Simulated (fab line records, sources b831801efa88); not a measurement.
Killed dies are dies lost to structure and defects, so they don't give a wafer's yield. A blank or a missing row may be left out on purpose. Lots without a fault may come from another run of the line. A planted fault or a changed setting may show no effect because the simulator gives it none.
fab line records | flow sky130
record lots=6 wafers=18 last_day=50
route steps=708 shown LDD_P@263 LDD_HVN@267 LDD_HVP@278 PAD_OPEN@708
lots that met no fault: from a run of the same line without faults
start_h: hours from the record's first day to the start of the lot's first wafer shown | wait_h: hours since the lot's step before | " the same as in the row above | L1.1+2: a row that stands for several wafers | - no value, or no start given | * or withheld: withheld | < > ~ a bound
route shown NAME@n: a module of which the file shows steps, and the number in the route of the first | usual: mean/standard deviation of fault-free wafers | same: alike in all rows | chamber/n: place in a boat | sites: the reading at each site | _std_site: their standard deviation | _edge_site: outer sites' mean less inner sites' | radius_mm: how far each site lies from the wafer's centre | mask NAME#n: copy n | behind: the tool/chamber that last shaped the wafer | hold: why the lot was held/for how many hours/how that ended | device: the transistor (n, p or np) that didn't switch | end of line: the same wafers' tests at the end of the route | a step without rows: its recipe alone | killed: dies lost to structure and defects at the first sort, not the wafer's yield | map: a wafer's dies, x killed, . not, _ none there
set.NAME: the setting as run; set.NAME@STEP: as run at that earlier step | model.NAME: the simulator's own value behind a step, which no gauge read
lots at some steps of the route; a table a step, a row a wafer
services: from which hour (start_h, from the record's first day; less than 0 if before it) a tool's chamber was out of use, for how many hours, and why
## steps
# step SKY_LDD_P_OVL_MEAS_08
# usual LDD_P_OVL=-0.1/1.5
# columns lot.wafer tool chamber start_h wait_h LDD_P_OVL[nm]
L201.1 overlay-02 - 468.07 0.1 -1.1
L201.4 " - " " 3.6
L201.6 " - " " -2.3
L210.3 overlay-01 - 538.02 0.1 -0.5
L210.5 " - " " -0.9
L210.6 " - " " -2.0
L212.3 overlay-01 - 552.88 0.1 -1.4
L212.5 " - " " -0.7
L212.6 " - " " -2.2
L214.2 overlay-01 - 564.96 0.1 4.2
L214.3 " - " " 1.2
L214.6 " - " " 0.2
L220.1 overlay-01 - 624.87 0.1 -0.4
L220.5 " - " " -0.8
L220.6 " - " " -1.3
L221.1 overlay-02 - 628.87 0.1 1.3
L221.3 " - " " 0.5
L221.5 " - " " 2.0
# step SKY_LDD_P_IMPLANT_09
# recipe species=BF2 energy_kev=25 dose_cm2=1e+13 tilt_deg=withheld
# step SKY_LDD_P_STRIP_10
# recipe chemistry=O2/N2 power_w=1400 pressure_mtorr=1500 platen_temp_c=withheld o2_flow_sccm=3000 n2_flow_sccm=300 overash_fraction=0.5
# usual drypump_motor_current_A=5.49/0.23 oes_product_au=0.716/0.0047 strip_time_to_endpoint_s=14.17/0.045
# columns lot.wafer tool chamber start_h wait_h drypump_motor_current_A oes_product_au rf_hours_counter_h strip_time_to_endpoint_s
L201.1 plasma_asher-01 0 468.26 0.1 5.24 0.722 80 14.13
L201.4 " 1 " " 5.73 0.714 - 14.19
L201.6 " 0 " " 5.22 0.716 - 14.14
L210.3 plasma_asher-03 0 538.23 0.1 5.60 0.717 - 14.21
L210.5 " 0 " " 5.61 0.706 - 14.19
L210.6 " 1 " " 5.66 0.722 - 14.19
L212.3 plasma_asher-02 0 553.09 0.1 5.68 0.715 - 14.19
L212.5 " 0 " " 5.66 0.712 - 14.14
L212.6 " 1 " " 5.06 0.719 - 14.22
L214.2 plasma_asher-01 1 565.14 0.1 5.67 0.720 89 14.18
L214.3 " 1 " " 5.70 0.715 - 14.15
L214.6 " 1 " " 5.69 0.727 - 14.14
L220.1 plasma_asher-02 1 625.06 0.1 5.09 0.714 78 14.09
L220.5 " 1 " " 5.10 0.712 - 14.16
L220.6 " 0 " " 5.68 0.718 - 14.12
L221.1 plasma_asher-02 0 629.05 0.1 5.65 0.719 79 14.23
L221.3 " 0 " " 5.67 0.718 - 14.21
L221.5 " 0 " " 5.67 0.717 - 14.24
# step SKY_LDD_P_TW_MEAS_11
# usual LDD_P_TW=636/9
# columns lot.wafer tool chamber start_h wait_h LDD_P_TW
L201.1 film_metro-01 - 468.36 0.1 625
L201.4 " - " " 627
L201.6 " - " " 624
L210.3 film_metro-01 - 538.32 0.1 627
L210.5 " - " " 626
L210.6 " - " " 629
L212.3 film_metro-04 - 553.18 0.1 643
L212.5 " - " " 646
L212.6 " - " " 645
L214.2 film_metro-02 - 565.25 0.1 644
L214.3 " - " " 644
L214.6 " - " " 645
L220.1 film_metro-01 - 625.16 0.1 625
L220.5 " - " " 623
L220.6 " - " " 626
L221.1 film_metro-01 - 629.15 0.1 622
L221.3 " - " " 623
L221.5 " - " " 625
# step SKY_LDD_HVN_DEHYDRATE_00
# recipe temp_c=200 time_s=60
# step SKY_LDD_HVN_HMDS_01
# recipe prime_time_s=60 prime_temp_c=120
# step SKY_LDD_HVN_COAT_02
# recipe resist=NOVOLAK spin_rpm=3000 resist_thk_nm=300
# step SKY_LDD_HVN_SOFTBAKE_03
# recipe temp_c=90.52 time_s=60 resist=NOVOLAK
# step SKY_LDD_HVN_EXPOSE_04
# recipe mask_id=HVNTM na=0.6 source_shape=conventional sigma_outer=0.6 polarization=unpolarized target_cd_nm=700 dose_mj=127
# step SKY_LDD_HVN_PEB_05
# recipe temp_c=withheld time_s=* resist=NOVOLAK
# step SKY_LDD_HVN_DEVELOP_06
# recipe resist=NOVOLAK developer=TMAH develop_time_s=60 dev_temp_c=23
# step SKY_LDD_HVN_OVL_MEAS_07
# usual LDD_HVN_OVL=-0.2/1.2
# columns lot.wafer tool chamber start_h wait_h LDD_HVN_OVL[nm]
L201.1 overlay-02 - 499.16 0.1 -0.9
L201.4 " - " " -0.4
L201.6 " - " " -1.5
L210.3 overlay-02 - 567.56 0.1 2.0
L210.5 " - " " 2.3
L210.6 " - " " 0.0
L212.3 overlay-02 - 582.28 0.1 0.8
L212.5 " - " " -2.1
L212.6 " - " " -0.7
L214.2 overlay-02 - 594.40 0.1 0.0
L214.3 " - " " -2.5
L214.6 " - " " -1.3
L220.1 overlay-01 - 654.34 0.1 1.1
L220.5 " - " " -0.2
L220.6 " - " " 0.4
L221.1 overlay-02 - 658.44 0.1 -0.1
L221.3 " - " " 1.3
L221.5 " - " " 0.2
# step SKY_LDD_HVN_IMPLANT_08
# recipe species=P energy_kev=60 dose_cm2=3e+13 tilt_deg=40
# usual beam_on_s=9.97/0.21 dose_ions_cm2=3e+13/3.8e+10 end_station_pressure_torr=5.14e-06/2.8e-07 faraday_current_uA=170/3.4
# columns lot.wafer tool chamber start_h wait_h beam_on_s dose_ions_cm2 end_station_pressure_torr faraday_current_uA
L201.1 implanter-01 0 499.20 0.0 10.10 2.996e+13 5.18e-06 167
L201.4 " 0 " " 9.89 3.002e+13 5.23e-06 171
L201.6 " 0 " " 10.33 3.004e+13 5.28e-06 163
L210.3 implanter-01 0 567.63 0.1 9.92 4.58e+13 5.76e-06 259
L210.5 " 0 " " 9.86 4.58e+13 5.21e-06 262
L210.6 " 0 " " 9.80 4.58e+13 5.03e-06 264
L212.3 implanter-01 0 582.35 0.1 9.69 4.576e+13 5.28e-06 266
L212.5 " 0 " " 9.72 4.577e+13 5.28e-06 266
L212.6 " 0 " " 9.75 4.575e+13 5e-06 264
L214.2 implanter-03 0 594.46 0.0 10.03 3.002e+13 5.24e-06 168
L214.3 " 0 " " 9.89 2.994e+13 5.6e-06 171
L214.6 " 0 " " 9.67 2.998e+13 4.98e-06 175
L220.1 implanter-03 0 654.38 0.0 10.06 2.998e+13 5.52e-06 168
L220.5 " 0 " " 10.23 3.003e+13 4.96e-06 165
L220.6 " 0 " " 10.01 3.001e+13 5.69e-06 168
L221.1 implanter-02 0 658.48 0.0 9.68 3.001e+13 4.61e-06 174
L221.3 " 0 " " 9.65 3.002e+13 5.11e-06 174
L221.5 " 0 " " 10.05 3e+13 4.47e-06 168
# step SKY_LDD_HVN_STRIP_09
# recipe chemistry=O2/N2 power_w=1400 pressure_mtorr=1500 platen_temp_c=withheld o2_flow_sccm=3000 n2_flow_sccm=300 overash_fraction=0.5
# usual drypump_motor_current_A=5.7/0.42 oes_product_au=0.408/0.0043 strip_time_to_endpoint_s=4.133/0.014
# columns lot.wafer tool chamber start_h wait_h drypump_motor_current_A oes_product_au rf_hours_counter_h strip_time_to_endpoint_s
L201.1 plasma_asher-02 0 499.35 0.1 5.7 0.407 65 4.117
L201.4 " 1 " " 5.1 0.406 - 4.119
L201.6 " 0 " " 5.7 0.408 - 4.137
L210.3 plasma_asher-04 0 567.77 0.1 5.9 0.414 - 4.123
L210.5 " 1 " " 6.3 0.409 - 4.129
L210.6 " 0 " " 5.9 0.409 - 4.118
L212.3 plasma_asher-01 0 582.48 0.1 5.2 0.412 - 4.141
L212.5 " 1 " " 5.7 0.411 - 4.131
L212.6 " 0 " " 5.2 0.414 - 4.139
L214.2 plasma_asher-02 1 594.58 0.1 5.1 0.402 75 4.126
L214.3 " 0 " " 5.7 0.409 - 4.127
L214.6 " 0 " " 5.7 0.406 - 4.112
L220.1 plasma_asher-04 0 654.53 0.1 5.9 0.413 53 4.131
L220.5 " 1 " " 6.3 0.406 - 4.107
L220.6 " 0 " " 5.9 0.410 - 4.139
L221.1 plasma_asher-02 1 658.63 0.1 5.1 0.413 81 4.134
L221.3 " 1 " " 5.1 0.412 - 4.152
L221.5 " 1 " " 5.1 0.407 - 4.145
# step SKY_LDD_HVN_TW_MEAS_10
# usual LDD_HVN_TW=1443/17
# columns lot.wafer tool chamber start_h wait_h LDD_HVN_TW
L201.1 film_metro-01 - 499.45 0.1 1423
L201.4 " - " " 1425
L201.6 " - " " 1426
L210.3 film_metro-01 - 567.85 0.1 1636
L210.5 " - " " 1636
L210.6 " - " " 1630
L212.3 film_metro-04 - 582.57 0.1 1675
L212.5 " - " " 1672
L212.6 " - " " 1685
L214.2 film_metro-01 - 594.69 0.1 1419
L214.3 " - " " 1419
L214.6 " - " " 1416
L220.1 film_metro-01 - 654.63 0.1 1414
L220.5 " - " " 1419
L220.6 " - " " 1424
L221.1 film_metro-03 - 658.73 0.1 1453
L221.3 " - " " 1451
L221.5 " - " " 1454
# step SKY_LDD_HVP_DEHYDRATE_00
# recipe temp_c=200 time_s=60
# step SKY_PAD_OPEN_PROBE_99
# usual killed_at_M0_to_M3=44/6.6 killed_at_M4_up=3.0/1.9 killed_at_contacts=24/5.1 killed_at_front_end=16/4.6 killed_at_other=0.3/0.59 killed_dies=88/9.5 killed_open=48/6.7 killed_short=40/6.1
# same gross_dies=492 killed_at_back_side=0
# columns lot.wafer tool chamber start_h wait_h killed_at_M0_to_M3 killed_at_M4_up killed_at_contacts killed_at_front_end killed_at_other killed_dies killed_open killed_short model.etest.tip_n_5v.rs_ohm_sq model.etest.nfet_g5v0d10v5.r_on_ohm_um model.etest.nfet_g5v0d10v5.drive_ua_um model.etest.nfet_05v0_nvt.drive_ua_um model.etest.res_ndiff_hv.rs_ohm_sq model.etest.ring_5v.delay_ps model.etest.nfet_g5v0d10v5.vt_sat_v model.etest.nfet_g5v0d10v5.vt_v
L201.1 prober-01 - 1108.41 0.1 51 3 26 13 1 94 44 48 1409 1904 595.6 563.4 113.6 45.02 0.7793 0.8361
L201.4 prober-01 - 1108.56 0.2 41 3 21 23 1 89 43 45 1399 1925 584 561.5 114.6 46.33 0.7787 0.8378
L201.6 prober-01 - 1108.66 0.2 51 1 27 9 1 89 51 38 1395 1913 584.3 556.6 113.7 45.26 0.7832 0.8412
L210.3 prober-02 - 1153.35 0.2 62 0 19 20 0 101 52 48 991.7 1769 647.1 600.6 112.5 43.82 0.6922 0.7841
L210.5 prober-02 - 1153.45 0.2 50 1 22 18 0 91 48 43 998.2 1750 647.2 593.2 111.7 43.36 0.699 0.7938
L210.6 prober-02 - 1153.50 0.2 43 2 21 19 0 85 41 44 999.4 1754 644.1 601 111.7 43.83 0.702 0.7907
L212.3 prober-02 - 1158.45 0.2 40 2 26 14 0 82 46 36 1029 1776 635.8 588.9 110 44.33 0.7127 0.793
L212.5 prober-02 - 1158.55 0.2 44 1 26 10 0 81 42 39 1028 1784 635 589.7 110 44.04 0.7186 0.7958
L212.6 prober-02 - 1158.60 0.2 45 2 20 18 0 85 46 39 1036 1814 626.2 584 110.4 44.92 0.7267 0.8051
L214.2 prober-02 - 1167.81 0.1 36 1 14 27 0 78 40 37 1421 1865 609.3 577.1 113.5 44.36 0.772 0.8251
L214.3 prober-02 - 1167.86 0.2 36 4 18 22 0 80 46 33 1402 1896 602.4 569.1 114.2 45.16 0.7806 0.8329
L214.6 prober-02 - 1168.01 0.2 51 1 22 18 1 93 50 43 1413 1878 610.5 574 113.6 44.61 0.7656 0.8216
L220.1 prober-02 - 1197.49 0.1 45 1 15 22 0 83 48 35 1384 1884 607.5 582 111.9 44.87 0.77 0.8268
L220.5 prober-02 - 1197.69 0.2 36 2 25 21 0 84 49 35 1374 1871 600.8 577.8 112.6 44.75 0.7685 0.8299
L220.6 prober-02 - 1197.74 0.2 34 0 23 14 0 71 41 30 1388 1907 607.5 570.4 112.7 45.18 0.7668 0.8254
L221.1 prober-02 - 1205.80 0.1 26 5 25 13 0 69 38 31 1380 1872 612.7 579.1 114.4 44.54 0.7545 0.8172
L221.3 prober-02 - 1205.90 0.2 34 0 23 19 0 76 40 36 1367 1840 620.8 586.2 114.6 43.78 0.7546 0.8142
L221.5 prober-02 - 1206.00 0.2 47 5 26 17 1 96 56 40 1364 1861 612.4 585.3 113.8 44.65 0.7555 0.8159
# killed by level:class
L201.1 VIA1:geometric_particle:open=13 METAL1:geometric_particle:short=9 VIA3:geometric_particle:open=9 LI_CONTACT:geometric_particle:open=8 METAL2:geometric_particle:short=7 CONTACT:geometric_particle:open=6 LI_CONTACT:geometric_particle:short=5 CONTACT:geometric_particle:short=5
L201.4 POLY_GATE:geometric_particle:short=9 VIA1:geometric_particle:open=7 METAL2:geometric_particle:short=6 POLY_GATE:geometric_particle:open=6 VIA3:geometric_particle:open=6 CONTACT:geometric_particle:short=6 CONTACT:geometric_particle:open=6 METAL1:geometric_particle:short=6
L201.6 VIA2:geometric_particle:open=10 CONTACT:geometric_particle:open=9 LI_CONTACT:geometric_particle:open=8 VIA1:geometric_particle:open=7 CONTACT:geometric_particle:short=6 METAL2:geometric_particle:short=6 METAL1:geometric_particle:short=6 VIA1:geometric_particle:short=5
L210.3 VIA1:geometric_particle:open=16 VIA3:geometric_particle:open=9 VIA2:geometric_particle:open=8 METAL2:geometric_particle:short=6 LOCAL_INTERCONNECT:geometric_particle:short=6 METAL1:geometric_particle:short=6 METAL3:geometric_particle:short=6 CONTACT:geometric_particle:open=5
L210.5 VIA1:geometric_particle:open=9 METAL1:geometric_particle:short=8 LI_CONTACT:geometric_particle:open=7 CONTACT:geometric_particle:open=7 VIA3:geometric_particle:open=6 VIA2:geometric_particle:open=5 FIELD_ISO:geometric_particle:short=4 POLY_GATE:geometric_particle:short=4
L210.6 VIA1:geometric_particle:open=12 VIA2:geometric_particle:open=7 POLY_GATE:geometric_particle:short=6 LI_CONTACT:geometric_particle:short=5 VIA2:geometric_particle:short=5 VIA3:geometric_particle:short=5 LOCAL_INTERCONNECT:geometric_particle:short=4 VIA3:geometric_particle:open=4
L212.3 VIA1:geometric_particle:open=9 CONTACT:geometric_particle:open=9 LI_CONTACT:geometric_particle:open=7 CONTACT:geometric_particle:short=6 VIA3:geometric_particle:open=6 METAL3:geometric_particle:short=5 METAL1:geometric_particle:short=4 VIA2:geometric_particle:short=4
L212.5 VIA1:geometric_particle:open=10 CONTACT:geometric_particle:short=9 LI_CONTACT:geometric_particle:open=7 METAL1:geometric_particle:short=7 VIA2:geometric_particle:open=6 CONTACT:geometric_particle:open=5 VIA3:geometric_particle:open=5 LOCAL_INTERCONNECT:geometric_particle:short=4
L212.6 CONTACT:geometric_particle:open=12 VIA1:geometric_particle:open=9 FIELD_ISO:geometric_particle:short=6 VIA1:geometric_particle:short=6 VIA3:geometric_particle:open=6 METAL2:geometric_particle:short=5 METAL1:geometric_particle:short=5 POLY_GATE:geometric_particle:short=4
L214.2 POLY_GATE:geometric_particle:short=8 FIELD_ISO:geometric_particle:open=7 VIA2:geometric_particle:open=7 METAL1:geometric_particle:short=6 VIA1:geometric_particle:open=6 POLY_GATE:geometric_particle:open=5 METAL2:geometric_particle:short=5 VIA3:geometric_particle:open=4
L214.3 VIA1:geometric_particle:open=12 POLY_GATE:geometric_particle:short=9 LI_CONTACT:geometric_particle:open=7 VIA2:geometric_particle:open=7 VIA3:geometric_particle:open=6 CONTACT:geometric_particle:open=6 FIELD_ISO:geometric_particle:open=5 METAL2:geometric_particle:short=5
L214.6 VIA1:geometric_particle:open=14 METAL1:geometric_particle:short=7 POLY_GATE:geometric_particle:open=6 CONTACT:geometric_particle:open=6 CONTACT:geometric_particle:short=6 METAL2:geometric_particle:short=6 VIA2:geometric_particle:short=6 POLY_GATE:geometric_particle:short=5
L220.1 VIA1:geometric_particle:open=19 CONTACT:geometric_particle:open=9 FIELD_ISO:geometric_particle:open=8 METAL1:geometric_particle:short=7 VIA1:geometric_particle:short=6 FIELD_ISO:geometric_particle:short=4 POLY_GATE:geometric_particle:short=4 METAL2:geometric_particle:short=4
L220.5 VIA1:geometric_particle:open=12 CONTACT:geometric_particle:open=11 FIELD_ISO:geometric_particle:open=10 LOCAL_INTERCONNECT:geometric_particle:short=6 VIA1:geometric_particle:short=6 METAL2:geometric_particle:short=6 POLY_GATE:geometric_particle:open=3 VIA2:geometric_particle:open=3
L220.6 LI_CONTACT:geometric_particle:open=8 FIELD_ISO:geometric_particle:open=7 CONTACT:geometric_particle:open=7 METAL1:geometric_particle:short=7 LOCAL_INTERCONNECT:geometric_particle:short=6 VIA1:geometric_particle:open=5 VIA3:geometric_particle:open=5 VIA2:geometric_particle:open=3
L221.1 CONTACT:geometric_particle:open=8 METAL2:geometric_particle:short=8 LI_CONTACT:geometric_particle:open=7 FIELD_ISO:geometric_particle:open=6 LI_CONTACT:geometric_particle:short=4 VIA3:geometric_particle:open=4 VIA2:geometric_particle:open=4 VIA3:geometric_particle:short=3
L221.3 VIA1:geometric_particle:open=11 CONTACT:geometric_particle:open=9 FIELD_ISO:geometric_particle:short=8 VIA1:geometric_particle:short=8 CONTACT:geometric_particle:short=6 SPACER:geometric_particle:open=4 LOCAL_INTERCONNECT:geometric_particle:short=4 METAL2:geometric_particle:short=4
L221.5 VIA1:geometric_particle:open=11 LI_CONTACT:geometric_particle:open=10 METAL1:geometric_particle:short=8 VIA3:geometric_particle:open=8 CONTACT:geometric_particle:short=5 CONTACT:geometric_particle:open=5 VIA2:geometric_particle:open=5 POLY_GATE:geometric_particle:open=4
## services
# columns tool chamber start_h hours kind
plasma_asher-01 - 455.98 4.2 repair
plasma_asher-03 - 461.89 2.8 pm
plasma_asher-02 - 464.49 2.4 repair
plasma_asher-01 - 464.81 1.4 repair
implanter-02 - 472.79 4.2 pm
implanter-03 - 485.28 4.1 repair
plasma_asher-01 - 500.85 1.5 repair
implanter-01 - 508.69 2.4 repair
implanter-03 - 524.65 20.8 pm
implanter-02 - 550.95 106.0 repair
implanter-01 - 555.45 2.2 repair
plasma_asher-02 - 563.22 1.2 repair
plasma_asher-04 - 591.40 2.8 pm
plasma_asher-02 - 602.79 1.9 repair
plasma_asher-01 - 649.92 0.5 repair
## key
first_sign step=SKY_LDD_HVN_IMPLANT_08 reading=dose_ions_cm2 direction=up sigmas=99+ usual=* struck=*
effect step=SKY_LDD_HVN_IMPLANT_08 reading=faraday_current_uA direction=up sigmas=28 usual=170 struck=263
effect step=SKY_LDD_HVN_TW_MEAS_10 reading=LDD_HVN_TW direction=up sigmas=13 usual=1443 struck=1656
model_effect step=SKY_PAD_OPEN_PROBE_99 value=etest.tip_n_5v.rs_ohm_sq without=1376 struck=1014
met_at SKY_LDD_HVN_IMPLANT_08
struck_wafers L210.3,L210.5,L210.6,L212.3,L212.5,L212.6
tester_left_out L210,L212
onset_between 499.20 567.63
fault kind=process_parameter_drift tool=implanter-01 chamber=- onset_h=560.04 steps=SKY_LDD_HVN_IMPLANT_08 channel=dose_cm2 offset=* shape=step end_h=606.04 acts_in=* stated=*
# tester_left_out: of these lots the tester's yield and bins aren't shown, on N5 and GAA mostly nor the transistor test; their killed dies are dies lost to structure and defects alone, not to doping, threshold or leakage, so they don't give the yield
